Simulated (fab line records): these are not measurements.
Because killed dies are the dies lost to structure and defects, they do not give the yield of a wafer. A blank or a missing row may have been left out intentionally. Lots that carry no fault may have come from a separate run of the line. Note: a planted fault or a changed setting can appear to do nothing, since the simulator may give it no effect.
fab line records	flow sfqLine
record lots=5	wafers=15	lastDay=94
route steps=325 shown R5@217 I5@228
lots untouched by any fault: they come from a run of this same line in which no faults occurred
startH: start of the lot's first displayed wafer, in hours after the record's first day	waitH: hours from the lot's prior step to this one	" as in the row above	L1.1+2: a row that stands for several wafers	- no value, or no start was given	* or withheld: withheld	< > ~ a bound
route shown NAME@n: a module of which the file shows steps, and the number in the route of the first	usual: mean/standard deviation of fault-free wafers	same: alike in all rows	chamber/n: place in a boat	sites: the reading at each site	_std_site: standard deviation of those values	_edge_site: the outer-site mean with the inner-site mean subtracted	radiusMm: for every site, how far away it sits from the centre of the wafer	mask NAME#n: copy n	behind: the tool/chamber that last shaped the wafer	hold: the reason the lot was held/the length of the hold in hours/how it ended	device: the transistor (n, p or np) that didn't switch	end of line: at the end of the route, the tests of the same wafers	a step given without rows: its recipe and nothing more	killed: dies that structure and defects cost at the first sort, which is not the same as the wafer's yield	map: per-die view of a wafer (x killed, . not killed, _ where there is no die)
set.NAME: the run value of the setting; set.NAME@STEP: its run value at that earlier step	model.NAME: the simulator's own value behind a step, which no gauge read
lots at selected steps of the route; one table per step, one row per wafer
services: the hour from which a tool's chamber was out of use, counted from the record's first day as startH (under 0 if before that day), plus the number of hours and why
## steps
# step SFQ_TRILAYER_R5_LITHO_COAT_141
# recipe resist=BARC	spinRpm=3000	resistThkNm=62
lot.wafer	tool	chamber	startH	waitH
L080.1+5+6	lithoTrack-02	0	1467.20	0.1
L082.2+3+5	lithoTrack-02	0	1488.85	0.1
L092.3+4+5	lithoTrack-03	0	1535.18	0.1
L093.1+5+6	lithoTrack-02	0	1538.08	0.1
L097.3+5+6	lithoTrack-02	0	1548.18	0.1
# step SFQ_TRILAYER_R5_LITHO_COAT_136
# recipe resist=KrF	spinRpm=3000	resistThkNm=600
lot.wafer	tool	chamber	startH	waitH
L080.1+5+6	lithoTrack-02	0	1467.50	0.2
L082.2+3+5	lithoTrack-02	0	1489.15	0.2
L092.3+4+5	lithoTrack-03	0	1535.48	0.2
L093.1+5+6	lithoTrack-02	0	1538.38	0.2
L097.3+5+6	lithoTrack-02	0	1548.48	0.2
# step SFQ_TRILAYER_R5_LITHO_SOFTBAKE_140
# recipe tempC=withheld	timeS=withheld	resist=KrF
lot.wafer	tool	chamber	startH	waitH
L080.1+5+6	lithoTrack-02	0	1467.80	0.2
L082.2+3+5	lithoTrack-02	0	1489.43	0.2
L092.3+4+5	lithoTrack-03	0	1535.73	0.2
L093.1+5+6	lithoTrack-02	0	1538.68	0.2
L097.3+5+6	lithoTrack-02	0	1548.73	0.2
# step SFQ_TRILAYER_R5_LITHO_EXPOSE_137
# recipe maskId=R5	na=0.6	sourceShape=conventional	sigmaOuter=0.65	targetCdNm=500	doseMj=14.4
# usual reticleTempC=22.99/0.11
lot.wafer	tool	chamber	startH	waitH	mask	reticleTempC
L080.1	krfScanner-01	0	1468.73	-	R5#0	23.22
L080.5	"	0	"	"	R5#0	23.11
L080.6	"	0	"	"	R5#0	23.13
L082.2	krfScanner-01	0	1489.75	-	R5#0	22.82
L082.3	"	0	"	"	R5#0	22.88
L082.5	"	0	"	"	R5#0	22.89
L092.3	krfScanner-02	0	1642.17	-	R5#0	22.91
L092.4	"	0	"	"	R5#0	22.95
L092.5	"	0	"	"	R5#0	23.11
L093.1	krfScanner-02	0	1642.97	-	R5#0	23.04
L093.5	"	0	"	"	R5#0	23.13
L093.6	"	0	"	"	R5#0	23.09
L097.3	krfScanner-02	0	1650.57	-	R5#0	22.81
L097.5	"	0	"	"	R5#0	22.84
L097.6	"	0	"	"	R5#0	22.81
# step SFQ_TRILAYER_R5_LITHO_PEB_139
# recipe pebTempC=115	pebTimeS=60	resist=KrF
# usual plateTempC=115.00/0.13
lot.wafer	tool	chamber	startH	waitH	plateTempC
L080.1	lithoTrack-03	0	1469.93	1.0	114.85
L080.5	"	0	"	"	115.04
L080.6	"	0	"	"	115.13
L082.2	lithoTrack-03	0	1490.78	0.8	115.07
L082.3	"	0	"	"	115.09
L082.5	"	0	"	"	114.92
L092.3	lithoTrack-04	0	1643.02	0.7	114.97
L092.4	"	0	"	"	115.11
L092.5	"	0	"	"	114.92
L093.1	lithoTrack-02	0	1644.17	1.0	114.86
L093.5	"	0	"	"	114.84
L093.6	"	0	"	"	114.93
L097.3	lithoTrack-04	0	1651.42	0.7	115.04
L097.5	"	0	"	"	114.90
L097.6	"	0	"	"	115.08
# step SFQ_TRILAYER_R5_LITHO_DEVELOP_138
# recipe timeS=60	resist=KrF
lot.wafer	tool	chamber	startH	waitH
L080.1+5+6	lithoTrack-03	0	1470.08	0.1
L082.2+3+5	lithoTrack-03	0	1490.93	0.1
L092.3+4+5	lithoTrack-04	0	1643.17	0.1
L093.1+5+6	lithoTrack-02	0	1644.32	0.1
L097.3+5+6	lithoTrack-04	0	1651.57	0.1
# step SFQ_R5_OVL_MEAS_935
# usual R5_OVL=-3/6.8
lot.wafer	tool	chamber	startH	waitH	R5_OVL[nm]
L080.1	overlay-02	-	1470.23	0.1	-4
L080.5	"	-	"	"	-2
L080.6	"	-	"	"	0
L082.2	overlay-01	-	1491.06	0.1	-3
L082.3	"	-	"	"	6
L082.5	"	-	"	"	-1
L092.3	overlay-01	-	1643.28	0.1	10
L092.4	"	-	"	"	-1
L092.5	"	-	"	"	13
L093.1	overlay-01	-	1644.47	0.1	-10
L093.5	"	-	"	"	-7
L093.6	"	-	"	"	-5
L097.3	overlay-02	-	1651.68	0.1	-5
L097.5	"	-	"	"	-9
L097.6	"	-	"	"	1
# step SFQ_TRILAYER_R5_BARC_OPEN_METAL_ETCH_177
# recipe maskMaterial=PR	chemistry=O2	targetDepthNm=125	target=BARC	icpW=600	biasW=80	pressureMtorr=10	timeS=41.7
# usual drypumpMotorCurrentA=5.7/0.51	heBacksideLeakSccm=3.31/0.21	oesProductAu=0.686/0.0045
lot.wafer	tool	chamber	startH	waitH	drypumpMotorCurrentA	heBacksideLeakSccm	oesProductAu	rfHoursCounterH
L080.1	rieMetal-04	0	1470.27	0.0	6.2	3.21	0.682	11
L080.5	"	0	"	"	6.2	3.22	0.685	-
L080.6	"	0	"	"	6.2	3.21	0.686	-
L082.2	rieMetal-04	1	1491.09	0.0	5.7	3.22	0.693	82
L082.3	"	1	"	"	5.6	3.09	0.689	-
L082.5	"	1	"	"	5.7	3.12	0.690	-
L092.3	rieMetal-03	1	1643.32	0.0	6.5	3.24	0.686	-
L092.4	"	0	"	"	5.0	3.19	0.687	-
L092.5	"	0	"	"	5.0	3.17	0.686	-
L093.1	rieMetal-01	1	1644.50	0.0	5.6	3.32	0.685	66
L093.5	"	1	"	"	5.6	3.63	0.684	-
L093.6	"	1	"	"	5.6	3.28	0.686	-
L097.3	rieMetal-03	0	1651.74	0.1	5.1	3.51	0.677	-
L097.5	"	0	"	"	5.1	3.41	0.684	-
L097.6	"	0	"	"	5.1	3.76	0.690	-
# step SFQ_TRILAYER_R5_ETCH_METAL_ETCH_139
# recipe stopOn=SiO2	maskMaterial=PR	chemistry=Cl2	targetDepthNm=60	icpW=600	biasW=80	pressureMtorr=10	timeS=40
# usual drypumpMotorCurrentA=5.7/0.51	heBacksideLeakSccm=3.36/0.22	oesProductAu=0.992/0.0067
lot.wafer	tool	chamber	startH	waitH	drypumpMotorCurrentA	heBacksideLeakSccm	oesProductAu	rfHoursCounterH
L080.1	rieMetal-04	0	1470.39	0.1	6.2	3.12	0.994	11
L080.5	"	0	"	"	6.2	3.20	0.992	-
L080.6	"	0	"	"	6.2	3.14	0.998	-
L082.2	rieMetal-04	1	1491.15	0.0	5.7	3.00	1.000	82
L082.3	"	1	"	"	5.7	3.05	0.993	-
L082.5	"	1	"	"	5.7	3.20	0.995	-
L092.3	rieMetal-03	1	1643.38	0.0	6.5	3.36	1.000	-
L092.4	"	0	"	"	5.1	3.25	0.979	-
L092.5	"	0	"	"	5.1	3.33	0.988	-
L093.1	rieMetal-01	1	1644.62	0.1	5.6	3.58	1.003	66
L093.5	"	1	"	"	5.6	3.51	0.995	-
L093.6	"	1	"	"	5.6	3.76	0.998	-
L097.3	rieMetal-03	0	1651.86	0.1	5.0	3.54	0.987	-
L097.5	"	0	"	"	5.0	3.40	0.975	-
L097.6	"	0	"	"	5.0	3.65	0.989	-
# step SFQ_TRILAYER_R5_STRIP_STRIP_140
# recipe gas=O2	powerW=200	platenTempC=40	overashFraction=0.65	chemistry=O2	pressureMtorr=50
# usual drypumpMotorCurrentA=5.7/0.51	heBacksideLeakSccm=3.4/0.35	oesProductAu=1.006/0.013
# same overashFraction=0.65
lot.wafer	tool	chamber	startH	waitH	drypumpMotorCurrentA	heBacksideLeakSccm	oesProductAu	rfHoursCounterH
L080.1	rieMetal-04	0	1470.50	0.1	6.2	3.2	1.019	11
L080.5	"	0	"	"	6.2	3.2	1.018	-
L080.6	"	0	"	"	6.2	3.3	1.016	-
L082.2	rieMetal-04	1	1491.20	0.0	5.7	3.5	1.024	82
L082.3	"	1	"	"	5.7	3.3	1.020	-
L082.5	"	1	"	"	5.7	3.2	1.028	-
L092.3	rieMetal-03	1	1643.62	0.2	6.5	3.4	1.016	-
L092.4	"	0	"	"	5.0	3.3	0.993	-
L092.5	"	0	"	"	5.1	3.3	0.982	-
L093.1	rieMetal-01	1	1644.74	0.1	5.6	3.2	1.025	66
L093.5	"	1	"	"	5.6	3.6	1.030	-
L093.6	"	1	"	"	5.6	3.5	1.032	-
L097.3	rieMetal-03	0	1652.34	0.5	5.1	6.3	0.987	-
L097.5	"	0	"	"	5.0	3.6	0.988	-
L097.6	"	0	"	"	5.1	3.6	0.991	-
# step SFQ_TRILAYER_R5_STRIP_SOLV_CLEAN_141
# recipe chemistry=NMP	tempC=70	timeS=600
# usual bathHeatDutyPct=12.9/1.2
lot.wafer	tool	chamber	startH	waitH	bathHeatDutyPct
L080.1	wetBench-04	3	1471.70	1.0	12.0
L080.5	"	4	"	"	13.7
L080.6	"	5	"	"	13.6
L082.2	wetBench-04	4	1491.80	0.4	13.6
L082.3	"	0	"	"	11.8
L082.5	"	7	"	"	13.1
L092.3	wetBench-04	5	1644.02	0.2	13.6
L092.4	"	1	"	"	13.1
L092.5	"	3	"	"	12.6
L093.1	wetBench-01	4	1645.94	1.0	11.8
L093.5	"	1	"	"	12.8
L093.6	"	5	"	"	10.5
L097.3	wetBench-04	4	1653.14	0.6	12.7
L097.5	"	2	"	"	13.6
L097.6	"	6	"	"	14.9
# step SFQ_TRILAYER_A5C_DEP_PECVD_142
# recipe material=SiO2	tempC=150	timeS=15.556	pressureTorr=2.4	rfW=183.3	precursor=SiH4/N2O	targetThkNm=70
# usual heaterPowerW=86/16	throttleValvePct=24.4/0.92
lot.wafer	tool	chamber	startH	waitH	heaterPowerW	throttleValvePct
L080.1	pecvd-01	2	1471.88	0.0	73	24.8
L080.5	"	0	"	"	82	24.1
L080.6	"	2	"	"	75	24.8
L082.2	pecvd-03	0	1491.98	0.0	107	22.6
L082.3	"	2	"	"	85	24.5
L082.5	"	2	"	"	85	24.6
L092.3	pecvd-04	2	1644.20	0.0	99	23.8
L092.4	"	1	"	"	67	25.9
L092.5	"	2	"	"	98	23.8
L093.1	pecvd-01	2	1646.12	0.0	66	25.1
L093.5	"	2	"	"	68	25.0
L093.6	"	1	"	"	78	25.3
L097.3	pecvd-04	2	1653.32	0.0	111	24.2
L097.5	"	2	"	"	109	23.8
L097.6	"	1	"	"	74	25.7
# step SFQ_TRILAYER_I5_LITHO_COAT_149
# recipe resist=BARC	spinRpm=3000	resistThkNm=62
lot.wafer	tool	chamber	startH	waitH
L080.1+5+6	lithoTrack-02	0	1471.92	0.0
L082.2+3+5	lithoTrack-03	0	1492.05	0.1
L092.3+4+5	lithoTrack-03	0	1644.32	0.1
L093.1+5+6	lithoTrack-01	0	1646.15	0.0
L097.3+5+6	lithoTrack-02	0	1653.44	0.1
# step SFQ_TRILAYER_I5_LITHO_COAT_144
# recipe resist=KrF	spinRpm=3000	resistThkNm=650
lot.wafer	tool	chamber	startH	waitH
L080.1+5+6	lithoTrack-02	0	1472.22	0.2
L082.2+3+5	lithoTrack-03	0	1492.35	0.2
L092.3+4+5	lithoTrack-03	0	1644.62	0.2
L093.1+5+6	lithoTrack-01	0	1646.45	0.2
L097.3+5+6	lithoTrack-02	0	1653.74	0.2
# step SFQ_TRILAYER_I5_LITHO_SOFTBAKE_148
# recipe tempC=withheld	timeS=withheld	resist=KrF
lot.wafer	tool	chamber	startH	waitH
L080.1+5+6	lithoTrack-02	0	1472.52	0.2
L082.2+3+5	lithoTrack-03	0	1492.63	0.2
L092.3+4+5	lithoTrack-03	0	1644.87	0.2
L093.1+5+6	lithoTrack-01	0	1646.75	0.2
L097.3+5+6	lithoTrack-02	0	1653.99	0.2
# step SFQ_TRILAYER_I5_LITHO_EXPOSE_145
# recipe maskId=I5	na=0.6	sourceShape=conventional	sigmaOuter=0.65	targetCdNm=700	doseMj=21.3
# usual reticleTempC=22.99/0.12
lot.wafer	tool	chamber	startH	waitH	mask	reticleTempC
L080.1	krfScanner-01	0	1590.02	-	I5#0	22.95
L080.5	"	0	"	"	I5#0	22.77
L080.6	"	0	"	"	I5#0	22.97
L082.2	krfScanner-02	0	1604.80	-	I5#0	23.00
L082.3	"	0	"	"	I5#0	22.73
L082.5	"	0	"	"	I5#0	22.83
L092.3	krfScanner-02	0	1745.42	-	I5#0	22.97
L092.4	"	0	"	"	I5#0	23.01
L092.5	"	0	"	"	I5#0	22.99
L093.1	krfScanner-02	0	1746.22	-	I5#0	22.97
L093.5	"	0	"	"	I5#0	23.05
L093.6	"	0	"	"	I5#0	22.91
L097.3	krfScanner-01	0	1757.54	-	I5#0	22.97
L097.5	"	0	"	"	I5#0	22.91
L097.6	"	0	"	"	I5#0	23.10
# step SFQ_TRILAYER_I5_LITHO_PEB_147
# recipe pebTempC=115	pebTimeS=60	resist=KrF
# usual plateTempC=114.97/0.13
lot.wafer	tool	chamber	startH	waitH	plateTempC
L080.1	lithoTrack-01	0	1591.22	1.0	114.98
L080.5	"	0	"	"	114.85
L080.6	"	0	"	"	115.17
L082.2	lithoTrack-01	0	1605.82	0.8	115.02
L082.3	"	0	"	"	115.11
L082.5	"	0	"	"	114.78
L092.3	lithoTrack-02	0	1746.27	0.7	114.96
L092.4	"	0	"	"	114.98
L092.5	"	0	"	"	114.71
L093.1	lithoTrack-01	0	1747.42	1.0	114.92
L093.5	"	0	"	"	114.90
L093.6	"	0	"	"	115.04
L097.3	lithoTrack-03	0	1758.39	0.7	115.04
L097.5	"	0	"	"	114.85
L097.6	"	0	"	"	114.85
# step SFQ_TRILAYER_I5_LITHO_DEVELOP_146
# recipe timeS=60	resist=KrF
lot.wafer	tool	chamber	startH	waitH
L080.1+5+6	lithoTrack-01	0	1591.37	0.1
L082.2+3+5	lithoTrack-01	0	1605.97	0.1
L092.3+4+5	lithoTrack-02	0	1746.42	0.1
L093.1+5+6	lithoTrack-01	0	1747.57	0.1
L097.3+5+6	lithoTrack-03	0	1758.54	0.1
# step SFQ_I5_OVL_MEAS_936
# usual I5_OVL=-1/5.1
lot.wafer	tool	chamber	startH	waitH	I5_OVL[nm]
L080.1	overlay-01	-	1591.52	0.1	-1
L080.5	"	-	"	"	0
L080.6	"	-	"	"	-3
L082.2	overlay-01	-	1606.10	0.1	-8
L082.3	"	-	"	"	-3
L082.5	"	-	"	"	-5
L092.3	overlay-02	-	1746.53	0.1	-11
L092.4	"	-	"	"	-12
L092.5	"	-	"	"	-9
L093.1	overlay-01	-	1747.72	0.1	5
L093.5	"	-	"	"	7
L093.6	"	-	"	"	4
L097.3	overlay-02	-	1758.66	0.1	-1
L097.5	"	-	"	"	-5
L097.6	"	-	"	"	-5
## services
tool	chamber	startH	hours	kind
krfScanner-02	-	1444.11	1.0	pm
krfScanner-01	-	1446.75	2.1	repair
rieMetal-04	1	1468.30	20.7	repair
krfScanner-02	-	1491.27	7.2	pm
krfScanner-02	-	1498.47	36.0	pm
krfScanner-01	-	1532.75	1.0	pm
krfScanner-02	-	1537.99	0.2	repair
krfScanner-02	-	1539.73	0.7	repair
krfScanner-02	-	1547.06	0.8	pm
krfScanner-01	-	1565.11	5.3	repair
krfScanner-02	-	1577.89	0.3	repair
krfScanner-02	-	1586.84	4.0	pm
krfScanner-01	-	1591.22	1.3	pm
krfScanner-02	-	1597.34	1.3	pm
krfScanner-01	-	1599.67	0.2	repair
krfScanner-02	-	1614.20	1.0	pm
krfScanner-02	-	1618.80	4.4	pm
krfScanner-01	-	1635.87	0.8	pm
krfScanner-01	-	1644.74	1.3	repair
rieMetal-03	1	1647.80	22.7	repair
krfScanner-01	-	1671.89	1.0	pm
krfScanner-02	-	1716.17	0.8	pm
krfScanner-02	-	1755.82	3.6	pm
rieMetal-03	-	1757.88	2.8	pm
## key
fault none
